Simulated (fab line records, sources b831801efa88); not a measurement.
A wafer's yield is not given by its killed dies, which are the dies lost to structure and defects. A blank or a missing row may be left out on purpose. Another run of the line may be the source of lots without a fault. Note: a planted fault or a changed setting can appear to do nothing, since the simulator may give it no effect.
fab line records ; flow gf180mcu ; part 1 of 2: steps 1 to 29 of 38
[record] lots = 5; wafers = 15; last_day = 34
route steps=602 shown M5@535 V5@540 TOP_METAL@567
lots that met no fault: from a run of the same line without faults
start_h: hours from the record's first day to the start of the lot's first wafer shown ; wait_h: hours from the lot's prior step to this one ; " the same as in the row above ; L1.1+2: several wafers, shown together as one row ; - value missing, or start not given ; * or withheld: withheld ; < > ~ a bound
route shown NAME@n: a module of which the file shows steps, and the number in the route of the first ; usual: the fault-free wafers' mean and standard deviation ; same: alike in all rows ; chamber/n: place in a boat ; sites: per-site readings ; _std_site: the values' standard deviation ; _edge_site: mean of outer sites minus mean of inner sites ; radius_mm: for every site, how far away it sits from the centre of the wafer ; mask NAME#n: copy n ; behind: the tool/chamber that last shaped the wafer ; hold: cause of the lot's hold/its duration in hours/its outcome ; device: which transistor (n, p or np) failed to switch ; end of line: the same wafers' tests at the end of the route ; step lacking rows: just its recipe ; killed: not the wafer's yield, but the dies lost to structure and defects at the first sort ; map: a wafer's dies, marking killed ones x, the rest . and places with no die _
set.NAME: the run value of the setting; set.NAME@STEP: its run value at that earlier step ; model.NAME: the simulator's own value behind a step, which no gauge read
lots seen at some steps along the route; tables by step, rows by wafer
services: when a tool's chamber went out of use (start_h, in hours from the record's first day, below 0 if earlier), for how many hours, and the reason
[[steps]]
[step GF_M5_ETCH_09]
[recipe] chemistry = CF4/O2; target = Si3N4; target_depth_nm = 52; source_w = 800; bias_w = 150; pressure_mtorr = 150; cf4_flow_sccm = 80; O2_flow_sccm = 10; time_s = 11.6
[usual] O2_flow_sccm = 9.996/0.029; drypump_motor_current_A = 5.6/0.51; oes_product_au = 0.990/0.016; throttle_valve_pct = 5.968/0.0098
lot.wafer;tool;chamber;start_h;wait_h;O2_flow_sccm;drypump_motor_current_A;oes_product_au;rf_hours_counter_h;throttle_valve_pct
L078.1;rie_diel-02;2;641.97;0.0;9.981;5.0;0.980;43;5.973
L078.2;rie_diel-02;0;641.97;0.0;10.008;5.0;0.971;9;5.960
L078.5;rie_diel-02;3;641.97;0.0;10.049;6.1;0.959;-;5.956
L083.2;rie_diel-04;1;684.04;0.0;10.009;6.0;0.994;16;5.966
L083.4;rie_diel-04;1;684.04;0.0;9.995;6.0;0.994;-;5.967
L083.5;rie_diel-04;0;684.04;0.0;10.040;5.4;0.995;-;5.970
L085.1;rie_diel-02;0;693.04;0.0;9.994;5.0;0.967;12;5.958
L085.2;rie_diel-02;2;693.04;0.0;10.009;5.0;1.001;45;5.976
L085.3;rie_diel-02;3;693.04;0.0;9.942;6.1;0.960;3;5.959
L086.2;rie_diel-02;1;697.04;0.0;9.974;5.2;0.986;26;5.950
L086.4;rie_diel-02;3;697.04;0.0;9.977;6.1;0.972;3;5.946
L086.6;rie_diel-02;3;697.04;0.0;9.965;6.1;0.963;-;5.943
L097.1;rie_diel-02;2;768.02;0.0;10.023;5.1;0.986;48;5.970
L097.2;rie_diel-02;1;768.02;0.0;9.974;5.2;0.986;29;5.970
L097.5;rie_diel-02;2;768.02;0.0;9.986;5.1;0.987;-;5.993
[step GF_M5_METAL_ETCH_10]
[recipe] chemistry = Cl2/BCl3; mask_material = KrF; target_depth_nm = 750.8; stop_on = SiO2; pressure_mtorr = 8; icp_w = 800; bias_w = 140; Cl2_flow_sccm = 80; bcl3_flow_sccm = 40; time_s = 125.1
[usual] bcl3_flow_sccm = 39.96/0.11; drypump_motor_current_A = 6.0/0.42; he_backside_leak_sccm = 3.28/0.28; oes_product_au = 0.989/0.0059; throttle_valve_pct = 28.231/0.01
lot.wafer;tool;chamber;start_h;wait_h;bcl3_flow_sccm;drypump_motor_current_A;he_backside_leak_sccm;oes_product_au;rf_hours_counter_h;throttle_valve_pct
L078.1;rie_metal-03;0;642.00;0.0;39.94;6.0;3.71;0.981;14;28.234
L078.2;rie_metal-03;1;642.00;0.0;39.98;5.7;3.99;0.991;14;28.240
L078.5;rie_metal-03;1;642.00;0.0;39.95;5.7;3.04;0.979;-;28.219
L083.2;rie_metal-04;1;684.07;0.0;40.01;6.4;3.35;0.972;8;28.232
L083.4;rie_metal-04;0;684.07;0.0;39.97;6.6;3.38;0.990;-;28.240
L083.5;rie_metal-04;1;684.07;0.0;40.03;6.4;3.29;0.987;-;28.238
L085.1;rie_metal-03;1;693.06;0.0;39.91;5.8;3.24;0.996;0;28.227
L085.2;rie_metal-03;1;693.06;0.0;39.88;5.7;3.15;0.991;-;28.241
L085.3;rie_metal-03;1;693.06;0.0;39.82;5.7;3.15;0.998;-;28.230
L086.2;rie_metal-03;1;697.11;0.1;39.98;5.7;3.13;0.993;-;28.224
L086.4;rie_metal-03;1;697.11;0.1;40.08;5.7;3.12;0.993;-;28.234
L086.6;rie_metal-03;1;697.11;0.1;40.01;5.7;3.13;0.985;-;28.228
L097.1;rie_metal-03;0;768.05;0.0;40.18;5.9;3.32;0.983;3;28.232
L097.2;rie_metal-03;1;768.05;0.0;39.94;5.7;3.08;0.993;4;28.235
L097.5;rie_metal-03;1;768.05;0.0;40.01;5.7;3.04;0.996;-;28.216
[step GF_M5_STRIP_11]
[recipe] chemistry = O2/N2; power_w = 1400; pressure_mtorr = 1500; platen_temp_c = 250; o2_flow_sccm = 3000; n2_flow_sccm = 300; overash_fraction = 0.5
[usual] drypump_motor_current_A = 6.1/0.41; heater_power_w = 307/12; oes_product_au = 0.524/0.0051; strip_time_to_endpoint_s = 7.06/0.048
lot.wafer;tool;chamber;start_h;wait_h;drypump_motor_current_A;heater_power_w;oes_product_au;rf_hours_counter_h;strip_time_to_endpoint_s
L078.1;plasma_asher-01;0;642.13;0.1;6.3;314;0.525;59;7.07
L078.2;plasma_asher-01;1;642.13;0.1;5.6;324;0.525;59;7.04
L078.5;plasma_asher-01;1;642.13;0.1;5.6;316;0.521;-;7.06
L083.2;plasma_asher-01;0;684.19;0.1;6.3;325;0.527;65;7.12
L083.4;plasma_asher-01;1;684.19;0.1;5.6;307;0.517;-;7.03
L083.5;plasma_asher-01;0;684.19;0.1;6.3;321;0.520;-;7.11
L085.1;plasma_asher-02;1;693.32;0.2;5.4;322;0.529;31;7.06
L085.2;plasma_asher-02;0;693.32;0.2;5.7;286;0.518;31;7.07
L085.3;plasma_asher-02;0;693.32;0.2;5.7;290;0.519;-;7.09
L086.2;plasma_asher-01;0;697.32;0.2;6.3;316;0.532;67;7.02
L086.4;plasma_asher-01;0;697.32;0.2;6.2;303;0.526;-;7.06
L086.6;plasma_asher-01;1;697.32;0.2;5.6;317;0.526;-;7.05
L097.1;plasma_asher-02;0;768.17;0.1;5.7;277;0.526;40;7.05
L097.2;plasma_asher-02;1;768.17;0.1;5.3;318;0.521;40;6.99
L097.5;plasma_asher-02;0;768.17;0.1;5.7;280;0.524;-;6.99
[step GF_M5_STRIP_12]
[recipe] chemistry = post_etch_residue_remover; time_s = 1200; temp_c = 72.5
lot.wafer;tool;chamber;start_h;wait_h
L078.1+2+5;wet_bench-02;3;642.23;0.1
L083.2+4+5;wet_bench-03;2;684.29;0.1
L085.1+2+3;wet_bench-03;1;693.42;0.1
L086.2+4+6;wet_bench-01;1;697.42;0.1
L097.1+2+5;wet_bench-03;0;768.27;0.1
[step GF_M5_CLEAN_13]
[recipe] chemistry = DIW; dry = n2_spin
lot.wafer;tool;chamber;start_h;wait_h
L078.1+2+5;wet_bench-01;3;642.60;0.0
L083.2+4+5;wet_bench-02;3;684.64;0.0
L085.1+2+3;wet_bench-02;0;693.77;0.0
L086.2+4+6;wet_bench-03;3;697.77;0.0
L097.1+2+5;wet_bench-01;3;768.62;0.0
[step GF_V5_CVD_00]
[recipe] material = SiO2; target_thk_nm = 300; sigma_open_frac = 0.3; temp_c = 400; time_s = 50; sih4_flow_sccm = 60; pressure_mtorr = 6
lot.wafer;tool;chamber;start_h;wait_h
L078.1+2+5;hdpcvd-01;1,2,2;642.70;0.0
L083.2+4+5;hdpcvd-02;0,0,1;684.73;0.0
L085.1+2+3;hdpcvd-02;0,2,1;693.86;0.0
L086.2+4+6;hdpcvd-02;2,0,1;697.86;0.0
L097.1+2+5;hdpcvd-01;1,0,0;768.72;0.0
[step GF_V5_THK_MEAS_01]
[recipe] reads = SiO2_of_V5_CVD_00
[usual] V5_CVD_00_THK = 299/4.3
lot.wafer;tool;chamber;start_h;wait_h;V5_CVD_00_THK[nm]
L078.1;film_metro-01;-;642.74;0.0;302
L078.2;film_metro-01;-;642.74;0.0;298
L078.5;film_metro-01;-;642.74;0.0;301
L083.2;film_metro-04;-;684.78;0.0;294
L083.4;film_metro-04;-;684.78;0.0;295
L083.5;film_metro-04;-;684.78;0.0;296
L085.1;film_metro-04;-;693.90;0.0;295
L085.2;film_metro-04;-;693.90;0.0;295
L085.3;film_metro-04;-;693.90;0.0;293
L086.2;film_metro-04;-;697.91;0.0;295
L086.4;film_metro-04;-;697.91;0.0;297
L086.6;film_metro-04;-;697.91;0.0;299
L097.1;film_metro-04;-;768.76;0.0;310
L097.2;film_metro-04;-;768.76;0.0;306
L097.5;film_metro-04;-;768.76;0.0;305
[step GF_V5_CVD_02]
[recipe] material = SiO2; target_thk_nm = 1450; precursor = TEOS; temp_c = 400; time_s = 163.28; rf_w = 600
[usual] heater_power_w = 660/120
lot.wafer;tool;chamber;start_h;wait_h;heater_power_w
L078.1;pecvd-04;1;642.80;0.1;665
L078.2;pecvd-04;0;642.80;0.1;592
L078.5;pecvd-04;0;642.80;0.1;466
L083.2;pecvd-03;1;684.83;0.0;752
L083.4;pecvd-03;1;684.83;0.0;630
L083.5;pecvd-03;0;684.83;0.0;653
L085.1;pecvd-04;1;693.96;0.1;672
L085.2;pecvd-04;0;693.96;0.1;570
L085.3;pecvd-04;2;693.96;0.1;709
L086.2;pecvd-04;1;697.96;0.0;718
L086.4;pecvd-04;1;697.96;0.0;767
L086.6;pecvd-04;2;697.96;0.0;696
L097.1;pecvd-04;2;768.82;0.1;746
L097.2;pecvd-04;1;768.82;0.1;746
L097.5;pecvd-04;1;768.82;0.1;629
[step GF_V5_THK_MEAS_03]
[recipe] reads = SiO2_of_V5_CVD_02
[usual] V5_CVD_02_THK = 1451/25
lot.wafer;tool;chamber;start_h;wait_h;V5_CVD_02_THK[nm]
L078.1;film_metro-04;-;642.91;0.1;1450
L078.2;film_metro-04;-;642.91;0.1;1437
L078.5;film_metro-04;-;642.91;0.1;1472
L083.2;film_metro-02;-;684.95;0.1;1467
L083.4;film_metro-02;-;684.95;0.1;1479
L083.5;film_metro-02;-;684.95;0.1;1454
L085.1;film_metro-02;-;694.07;0.1;1470
L085.2;film_metro-02;-;694.07;0.1;1450
L085.3;film_metro-02;-;694.07;0.1;1426
L086.2;film_metro-02;-;698.08;0.1;1447
L086.4;film_metro-02;-;698.08;0.1;1460
L086.6;film_metro-02;-;698.08;0.1;1438
L097.1;film_metro-02;-;768.93;0.1;1424
L097.2;film_metro-02;-;768.93;0.1;1448
L097.5;film_metro-02;-;768.93;0.1;1486
[step GF_V5_CMP_04]
[recipe] material = SiO2; down_force_psi = 4; platen_rpm = 60; pad_velocity_m_s = 0.94248
[usual] motor_current_A = 12.3/1.3
lot.wafer;tool;chamber;start_h;wait_h;motor_current_A
L078.2;cmp-01;0;643.02;0.1;12.4
L078.1;cmp-01;2;643.02;0.1;12.6
L078.5;cmp-01;3;643.02;0.1;12.6
L083.4;cmp-01;1;685.00;0.0;11.3
L083.2;cmp-01;3;685.00;0.0;12.6
L083.5;cmp-01;2;685.00;0.0;12.5
L085.3;cmp-02;1;694.13;0.0;14.7
L085.2;cmp-02;3;694.13;0.0;11.0
L085.1;cmp-02;0;694.13;0.0;11.6
L086.4;cmp-01;2;698.23;0.1;13.0
L086.2;cmp-01;3;698.23;0.1;12.1
L086.6;cmp-01;0;698.23;0.1;11.8
L097.2;cmp-02;3;768.99;0.0;10.3
L097.1;cmp-02;2;768.99;0.0;11.0
L097.5;cmp-02;0;768.99;0.0;11.2
[step GF_V5_BOW_MEAS_05]
[recipe] mode = bow
[usual] V5_BOW = 134/9.3
lot.wafer;tool;chamber;start_h;wait_h;V5_BOW[um]
L078.1;film_metro-04;-;643.27;0.1;127
L078.2;film_metro-04;-;643.27;0.1;116
L078.5;film_metro-04;-;643.27;0.1;126
L083.2;film_metro-02;-;685.32;0.2;127
L083.4;film_metro-02;-;685.32;0.2;117
L083.5;film_metro-02;-;685.32;0.2;129
L085.1;film_metro-02;-;694.43;0.1;128
L085.2;film_metro-02;-;694.43;0.1;135
L085.3;film_metro-02;-;694.43;0.1;134
L086.2;film_metro-02;-;698.45;0.1;130
L086.4;film_metro-02;-;698.45;0.1;116
L086.6;film_metro-02;-;698.45;0.1;123
L097.1;film_metro-01;-;769.29;0.1;126
L097.2;film_metro-01;-;769.29;0.1;122
L097.5;film_metro-01;-;769.29;0.1;125
[step GF_V5_DEHYDRATE_06]
[recipe] temp_c = 200; time_s = 60
lot.wafer;tool;chamber;start_h;wait_h
L078.1+2+5;litho_track-01;0;652.82;9.5
L083.2+4+5;litho_track-04;0;693.81;8.5
L085.1+2+3;litho_track-01;0;703.92;9.5
L086.2+4+6;litho_track-03;0;707.38;8.9
L097.1+2+5;litho_track-04;0;776.63;7.3
[step GF_V5_HMDS_07]
[recipe] prime_time_s = 60; prime_temp_c = 120
lot.wafer;tool;chamber;start_h;wait_h
L078.1+2+5;litho_track-01;0;652.97;0.1
L083.2+4+5;litho_track-04;0;693.96;0.1
L085.1+2+3;litho_track-01;0;704.07;0.1
L086.2+4+6;litho_track-03;0;707.53;0.1
L097.1+2+5;litho_track-04;0;776.78;0.1
[step GF_V5_COAT_08]
[recipe] resist = BARC; temp_c = withheld; time_s = withheld; spin_rpm = withheld; resist_thk_nm = withheld
lot.wafer;tool;chamber;start_h;wait_h
L078.1+2+5;litho_track-01;0;653.12;0.1
L083.2+4+5;litho_track-04;0;694.11;0.1
L085.1+2+3;litho_track-01;0;704.22;0.1
L086.2+4+6;litho_track-03;0;707.68;0.1
L097.1+2+5;litho_track-04;0;776.93;0.1
[step GF_V5_COAT_09]
[recipe] resist = KrF; spin_rpm = withheld; resist_thk_nm = 1000
lot.wafer;tool;chamber;start_h;wait_h
L078.1+2+5;litho_track-01;0;-;-
L083.2+4+5;litho_track-04;0;-;-
L085.1+2+3;litho_track-01;0;-;-
L086.2+4+6;litho_track-03;0;-;-
L097.1+2+5;litho_track-04;0;-;-
[step GF_V5_SOFTBAKE_10]
[recipe] temp_c = 130; time_s = 60; resist = KrF
lot.wafer;tool;chamber;start_h;wait_h
L078.1+2+5;litho_track-01;0;-;-
L083.2+4+5;litho_track-04;0;-;-
L085.1+2+3;litho_track-01;0;-;-
L086.2+4+6;litho_track-03;0;-;-
L097.1+2+5;litho_track-04;0;-;-
[step GF_V5_EXPOSE_11]
[recipe] mask_id = Via5; target_cd_nm = 260; na = 0.68; source_shape = conventional; sigma_outer = 0.6; dose_mj = 38
lot.wafer;tool;chamber;start_h;wait_h;mask
L078.1+2+5;krf_scanner-02;0;-;-;Via5#0
L083.2+4+5;krf_scanner-02;0;-;-;Via5#0
L085.1+2+3;krf_scanner-01;0;-;-;Via5#0
L086.2+4+6;krf_scanner-01;0;-;-;Via5#0
L097.1+2+5;krf_scanner-01;0;-;-;Via5#0
[step GF_V5_PEB_12]
[recipe] peb_temp_c = 135; peb_time_s = 90; resist = KrF
[same] peb_time_s = 90
lot.wafer;tool;chamber;start_h;wait_h
L078.1+2+5;litho_track-01;0;-;-
L083.2+4+5;litho_track-03;0;-;-
L085.1+2+3;litho_track-03;0;-;-
L086.2+4+6;litho_track-04;0;-;-
L097.1+2+5;litho_track-04;0;-;-
[step GF_V5_DEVELOP_13]
[recipe] develop_time_s = 60; resist = KrF; dev_temp_c = 21
[same] develop_time_s = 60
lot.wafer;tool;chamber;start_h;wait_h
L078.1+2+5;litho_track-01;0;662.82;0.2
L083.2+4+5;litho_track-03;0;704.18;0.2
L085.1+2+3;litho_track-03;0;713.50;0.2
L086.2+4+6;litho_track-04;0;717.06;0.2
L097.1+2+5;litho_track-04;0;784.53;0.2
[step GF_V5_CD_MEAS_14]
[recipe] target_cd_nm = 260
[usual] cd_nm = 259.7/1.1
lot.wafer;tool;chamber;start_h;wait_h;cd_nm
L078.1;cd_sem-01;-;662.97;0.1;261.6
L078.2;cd_sem-01;-;662.97;0.1;260.7
L078.5;cd_sem-01;-;662.97;0.1;261.8
L083.2;cd_sem-01;-;704.32;0.1;259.8
L083.4;cd_sem-01;-;704.32;0.1;260.2
L083.5;cd_sem-01;-;704.32;0.1;259.7
L085.1;cd_sem-02;-;713.76;0.2;259.3
L085.2;cd_sem-02;-;713.76;0.2;258.2
L085.3;cd_sem-02;-;713.76;0.2;259.1
L086.2;cd_sem-02;-;717.21;0.1;259.6
L086.4;cd_sem-02;-;717.21;0.1;260.8
L086.6;cd_sem-02;-;717.21;0.1;260.0
L097.1;cd_sem-02;-;784.68;0.1;259.7
L097.2;cd_sem-02;-;784.68;0.1;258.5
L097.5;cd_sem-02;-;784.68;0.1;259.1
[step GF_V5_OVL_MEAS_15]
[usual] V5_OVL = 4/5
lot.wafer;tool;chamber;start_h;wait_h;V5_OVL[nm]
L078.1;overlay-02;-;663.09;0.1;2
L078.2;overlay-02;-;663.09;0.1;8
L078.5;overlay-02;-;663.09;0.1;9
L083.2;overlay-01;-;704.43;0.1;11
L083.4;overlay-01;-;704.43;0.1;7
L083.5;overlay-01;-;704.43;0.1;2
L085.1;overlay-02;-;713.88;0.1;6
L085.2;overlay-02;-;713.88;0.1;1
L085.3;overlay-02;-;713.88;0.1;-3
L086.2;overlay-02;-;717.31;0.1;1
L086.4;overlay-02;-;717.31;0.1;4
L086.6;overlay-02;-;717.31;0.1;3
L097.1;overlay-01;-;784.80;0.1;1
L097.2;overlay-01;-;784.80;0.1;-6
L097.5;overlay-01;-;784.80;0.1;-3
[step GF_V5_ETCH_16]
[recipe] chemistry = N2/H2; target_depth_a = withheld; overetch_a = withheld; time_s = withheld; target = BARC; ion_energy_ev = 200; source_w = 500; bias_w = 100; pressure_mtorr = 29.41; n2_flow_sccm = 100; h2_flow_sccm = 200
[usual] drypump_motor_current_A = 5.6/0.49; oes_product_au = 0.855/0.0048; throttle_valve_pct = 13.379/0.0091
lot.wafer;tool;chamber;start_h;wait_h;drypump_motor_current_A;oes_product_au;throttle_valve_pct
L078.1;rie_diel-02;2;663.12;0.0;5.1;0.862;13.374
L078.2;rie_diel-02;3;663.12;0.0;6.1;0.858;13.397
L078.5;rie_diel-02;2;663.12;0.0;5.1;0.858;13.376
L083.2;rie_diel-01;3;704.46;0.0;6.4;0.861;13.397
L083.4;rie_diel-01;0;704.46;0.0;5.1;0.848;13.366
L083.5;rie_diel-01;3;704.46;0.0;6.4;0.847;13.392
L085.1;rie_diel-02;3;713.91;0.0;6.1;0.851;13.379
L085.2;rie_diel-02;2;713.91;0.0;5.0;0.856;13.388
L085.3;rie_diel-02;1;713.91;0.0;5.2;0.858;13.368
L086.2;rie_diel-04;0;717.34;0.0;5.4;0.847;13.394
L086.4;rie_diel-04;3;717.34;0.0;6.1;0.847;13.376
L086.6;rie_diel-04;2;717.34;0.0;6.0;0.866;13.400
L097.1;rie_diel-01;3;784.84;0.0;6.4;0.855;13.377
L097.2;rie_diel-01;1;784.84;0.0;5.2;0.852;13.377
L097.5;rie_diel-01;2;784.84;0.0;6.0;0.851;13.379
[step GF_V5_ETCH_17]
[recipe] chemistry = C4F8/O2/Ar; mask_material = KrF; target = SiO2; stop_on = TiN; source_w = 1500; bias_w = 1200; pressure_mtorr = 40; c4f8_flow_sccm = withheld; O2_flow_sccm = 6; Ar_flow_sccm = 300; time_s = withheld; target_depth_a = 8550
[usual] oes_product_au = 0.859/0.0043
lot.wafer;tool;chamber;start_h;wait_h;oes_product_au
L078.1;rie_diel-02;2;-;-;0.866
L078.2;rie_diel-02;3;-;-;0.859
L078.5;rie_diel-02;2;-;-;0.857
L083.2;rie_diel-01;3;-;-;0.861
L083.4;rie_diel-01;0;-;-;0.858
L083.5;rie_diel-01;3;-;-;0.858
L085.1;rie_diel-02;3;-;-;0.863
L085.2;rie_diel-02;2;-;-;0.864
L085.3;rie_diel-02;1;-;-;0.866
L086.2;rie_diel-04;0;-;-;0.854
L086.4;rie_diel-04;3;-;-;0.863
L086.6;rie_diel-04;2;-;-;0.852
L097.1;rie_diel-01;3;-;-;0.856
L097.2;rie_diel-01;1;-;-;0.860
L097.5;rie_diel-01;2;-;-;0.864
[step GF_V5_STRIP_18]
[recipe] chemistry = O2/N2; power_w = 1400; pressure_mtorr = 1500; platen_temp_c = 250; o2_flow_sccm = 3000; n2_flow_sccm = 300; overash_fraction = 0.5
[usual] drypump_motor_current_A = 5.9/0.42; heater_power_w = 323/54; oes_product_au = 0.570/0.0053
lot.wafer;tool;chamber;start_h;wait_h;drypump_motor_current_A;heater_power_w;oes_product_au;rf_hours_counter_h
L078.1;plasma_asher-03;1;663.28;-;6.1;294;0.571;88
L078.2;plasma_asher-03;0;663.28;-;6.6;310;0.573;88
L078.5;plasma_asher-03;1;663.28;-;6.1;303;0.567;-
L083.2;plasma_asher-03;1;704.61;-;6.1;306;0.568;93
L083.4;plasma_asher-03;1;704.61;-;6.1;302;0.567;-
L083.5;plasma_asher-03;1;704.61;-;6.1;305;0.568;-
L085.1;plasma_asher-03;1;714.06;-;6.1;308;0.565;94
L085.2;plasma_asher-03;0;714.06;-;6.6;309;0.570;94
L085.3;plasma_asher-03;0;714.06;-;6.6;307;0.585;-
L086.2;plasma_asher-02;1;717.49;-;5.4;328;0.577;35
L086.4;plasma_asher-02;0;717.49;-;5.7;278;0.565;-
L086.6;plasma_asher-02;0;717.49;-;5.7;281;0.566;-
L097.1;plasma_asher-03;0;784.99;-;6.6;313;0.567;102
L097.2;plasma_asher-03;1;784.99;-;6.1;304;0.566;102
L097.5;plasma_asher-03;0;784.99;-;6.6;308;0.562;-
[step GF_V5_STRIP_19]
[recipe] chemistry = post_etch_residue_remover; time_s = 1200; temp_c = 72.5
lot.wafer;tool;chamber;start_h;wait_h
L078.1+2+5;wet_bench-04;0;663.38;0.1
L083.2+4+5;wet_bench-01;0;704.71;0.1
L085.1+2+3;wet_bench-01;3;714.16;0.1
L086.2+4+6;wet_bench-01;0;717.59;0.1
L097.1+2+5;wet_bench-04;1;785.09;0.1
[step GF_V5_CLEAN_20]
[recipe] chemistry = DIW; dry = n2_spin
lot.wafer;tool;chamber;start_h;wait_h
L078.1+2+5;wet_bench-01;3;663.72;0.0
L083.2+4+5;wet_bench-01;1;705.05;0.0
L085.1+2+3;wet_bench-02;3;714.51;0.0
L086.2+4+6;wet_bench-02;0;717.94;0.0
L097.1+2+5;wet_bench-01;2;785.44;0.0
[step GF_V5_SPUTTER_21]
[recipe] material = Ti; target_thk_nm = 15; chamber_pressure_pa = 5; power_w = 2500; substrate_temp_c = 200; time_s = 80.02
[usual] throttle_valve_pct = 30.1/0.74
lot.wafer;tool;chamber;start_h;wait_h;throttle_valve_pct
L078.1;pvd_sputter-02;-;663.82;0.0;30.3
L078.2;pvd_sputter-02;-;663.82;0.0;29.2
L078.5;pvd_sputter-02;-;663.82;0.0;30.4
L083.2;pvd_sputter-01;-;705.14;0.0;29.7
L083.4;pvd_sputter-01;-;705.14;0.0;29.7
L083.5;pvd_sputter-01;-;705.14;0.0;29.5
L085.1;pvd_sputter-02;-;714.61;0.0;31.7
L085.2;pvd_sputter-02;-;714.61;0.0;30.5
L085.3;pvd_sputter-02;-;714.61;0.0;30.8
L086.2;pvd_sputter-02;-;718.05;0.0;29.4
L086.4;pvd_sputter-02;-;718.05;0.0;31.5
L086.6;pvd_sputter-02;-;718.05;0.0;31.1
L097.1;pvd_sputter-01;-;785.53;0.0;29.7
L097.2;pvd_sputter-01;-;785.53;0.0;29.9
L097.5;pvd_sputter-01;-;785.53;0.0;30.1
[step GF_V5_SPUTTER_22]
[recipe] material = TiN; target_thk_nm = 10; chamber_pressure_pa = 5; power_w = 4000; time_s = 40
[usual] throttle_valve_pct = 30.1/0.77
lot.wafer;tool;chamber;start_h;wait_h;throttle_valve_pct
L078.1;pvd_sputter-02;-;663.88;0.0;30.5
L078.2;pvd_sputter-02;-;663.88;0.0;29.4
L078.5;pvd_sputter-02;-;663.88;0.0;30.3
L083.2;pvd_sputter-01;-;705.20;0.0;29.7
L083.4;pvd_sputter-01;-;705.20;0.0;30.1
L083.5;pvd_sputter-01;-;705.20;0.0;29.7
L085.1;pvd_sputter-02;-;714.67;0.0;31.4
L085.2;pvd_sputter-02;-;714.67;0.0;30.5
L085.3;pvd_sputter-02;-;714.67;0.0;31.1
L086.2;pvd_sputter-02;-;718.11;0.0;29.1
L086.4;pvd_sputter-02;-;718.11;0.0;31.5
L086.6;pvd_sputter-02;-;718.11;0.0;31.1
L097.1;pvd_sputter-01;-;785.59;0.0;29.6
L097.2;pvd_sputter-01;-;785.59;0.0;29.7
L097.5;pvd_sputter-01;-;785.59;0.0;30.5
[step GF_V5_CVD_23]
[recipe] material = W; target_thk_nm = 350; time_s = 104.9; temp_c = 400; pressure_torr = 40
[usual] heater_power_w = 901/43
lot.wafer;tool;chamber;start_h;wait_h;heater_power_w
L078.1;cvd_w-02;0;663.92;0.0;922
L078.2;cvd_w-02;1;663.92;0.0;837
L078.5;cvd_w-02;0;663.92;0.0;956
L083.2;cvd_w-02;0;705.24;0.0;949
L083.4;cvd_w-02;0;705.24;0.0;936
L083.5;cvd_w-02;1;705.24;0.0;845
L085.1;cvd_w-01;1;714.71;0.0;868
L085.2;cvd_w-01;0;714.71;0.0;944
L085.3;cvd_w-01;0;714.71;0.0;936
L086.2;cvd_w-01;0;718.20;0.1;923
L086.4;cvd_w-01;0;718.20;0.1;940
L086.6;cvd_w-01;0;718.20;0.1;918
L097.1;cvd_w-02;0;785.63;0.0;963
L097.2;cvd_w-02;1;785.63;0.0;843
L097.5;cvd_w-02;1;785.63;0.0;867
